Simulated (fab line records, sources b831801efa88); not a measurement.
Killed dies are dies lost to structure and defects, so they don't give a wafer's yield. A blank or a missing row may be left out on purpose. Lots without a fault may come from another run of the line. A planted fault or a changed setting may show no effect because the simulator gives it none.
Chamber matching | flow gf180mcu | GF_V2_ETCH_16 on rie_diel-01: 4 sister chambers
The step etches BARC in N2/H2. 4 wafers are shown with their chamber, then 9 later ones without.

WAFERS WITH THEIR CHAMBER
wafer  | chamber | drypump_motor_current_A (A)
L082.4 | 0       | 5.6
L084.2 | 2       | 4.8
L084.3 | 1       | 6.0
L084.4 | 3       | 6.2

WAFERS WITHOUT THEIR CHAMBER
wafer  | drypump_motor_current_A (A)
L086.2 | 4.8
L086.3 | 6.0
L086.6 | 5.6
L091.1 | 4.8
L091.3 | 6.0
L091.6 | 4.8
L092.1 | 6.1
L092.2 | 4.8
L092.6 | 6.0

WHICH CHAMBER EACH WENT THROUGH
wafer  | from the rows above     | in truth
L086.2 | 2                       | 2
L086.3 | 1                       | 1
L086.6 | 0                       | 0
L091.1 | 2                       | 2
L091.3 | 1                       | 1
L091.6 | 2                       | 2
L092.1 | can't be placed: 1 or 3 | 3
L092.2 | 2                       | 2
L092.6 | 1                       | 1
Placed correctly: 8 of 9. Can't be placed from these rows: 1 (the true chamber is among the candidates in 1). Placed wrongly: 0.
How it was worked out, from the rows above alone: a wafer's distance from a chamber is the root of the sum, over the readings, of the square of ((its reading less the chamber's mean) divided by the reading's scatter). The wafer belongs to the nearest chamber; if the next one is less than 2 further off, it can't be placed. A chamber's mean is the mean of its shown wafers. The scatter: with one shown wafer a chamber, the root of the mean of the squares of how far each hidden wafer lies from its nearest shown one.
